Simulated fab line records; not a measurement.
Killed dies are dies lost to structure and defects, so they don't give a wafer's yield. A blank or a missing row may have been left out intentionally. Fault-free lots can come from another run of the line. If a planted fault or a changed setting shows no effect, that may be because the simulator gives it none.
One fault seen from 2 desks :: flow sky130 :: each desk holds nothing but its own numbers, with what lay behind them at the end

== METROLOGY DESK ==
What the gauges read for every lot (on any tool): the sampled wafers with a number, averaged. The brackets show how far a lot's mean lies from the usual mean; more than 4 standard deviations puts the lot out of limits, marked OUT.
Columns: A = SONOS_ONO_CVD_02_THK at SKY_SONOS_ONO_THK_MEAS_03, usual 10.55 nm; B = SONOS_ONO_CVD_04_THK at SKY_SONOS_ONO_THK_MEAS_05, usual 5.40 nm; C = cdNm at SKY_SONOS_ONO_CD_MEAS_13, usual 410.0 nm; D = SONOS_ONO_OVL at SKY_SONOS_ONO_OVL_MEAS_14, usual 0.7 nm
lot: L973
first seen here: day 11 12:34
A: 10.55
B: 5.40
C: 407.7
D: -0.9

lot: L983
first seen here: day 15 04:50
A: 10.59
B: 5.55
C: 410.7
D: 1.7

lot: L992
first seen here: day 18 06:37
A: 10.69
B: 5.51
C: 406.6
D: 1.6

lot: L993
first seen here: day 18 12:08
A: 10.53
B: 5.33
C: 410.5
D: 1.4

lot: L995
first seen here: day 19 00:40
A: 10.66
B: 5.63
C: 409.3
D: -0.4
Result from this desk: across the 5 lots, nothing is out of limits.

== TOOL OWNER'S DESK, rieDiel-03 ==
The tool's own readings at SKY_SONOS_ONO_ETCH_15 (etches the open film in CHF3/O2, target depth 19.52 nm, time 7.8 s): means of the sampled wafers that have a number, for each lot that ran on this tool. The brackets show how far a lot's mean lies from the usual mean; more than 4 standard deviations puts the lot out of limits, marked OUT.
Columns: A = drypumpMotorCurrentA at SKY_SONOS_ONO_ETCH_15, usual 5.8 A; B = oesProductAu at SKY_SONOS_ONO_ETCH_15, usual 1.000 a.u.; C = throttleValvePct at SKY_SONOS_ONO_ETCH_15, usual 8.825 %
lot: L983
first seen here: day 16 09:49
A: 5.8
B: 0.880 (-12) OUT
C: 8.787 (-4.1) OUT

lot: L995
first seen here: day 20 09:23
A: 6.0
B: 1.000
C: 8.835
This desk's verdict: out of limits on L983, starting with L983 at day 16 09:49 (oesProductAu at SKY_SONOS_ONO_ETCH_15). L995: within limits.

== BROUGHT TOGETHER ==
The tool owner's desk could have raised an alarm at day 16 09:49, on L983.
Nothing out of limits was seen by the metrology desk.
The metrology desk has L983 on record, within its limits.
Of the lots named, all ran SKY_SONOS_ONO_ETCH_15 on rieDiel-03.

== WHAT WAS PUT IN BY THE SIMULATOR ==
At SKY_SONOS_ONO_ETCH_15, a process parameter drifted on rieDiel-03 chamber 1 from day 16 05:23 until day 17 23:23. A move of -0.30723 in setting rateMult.
Struck lots among those shown: L983.
Delay in hours, fault start to first out-of-limits reading, by desk: the tool owner's desk at 4.
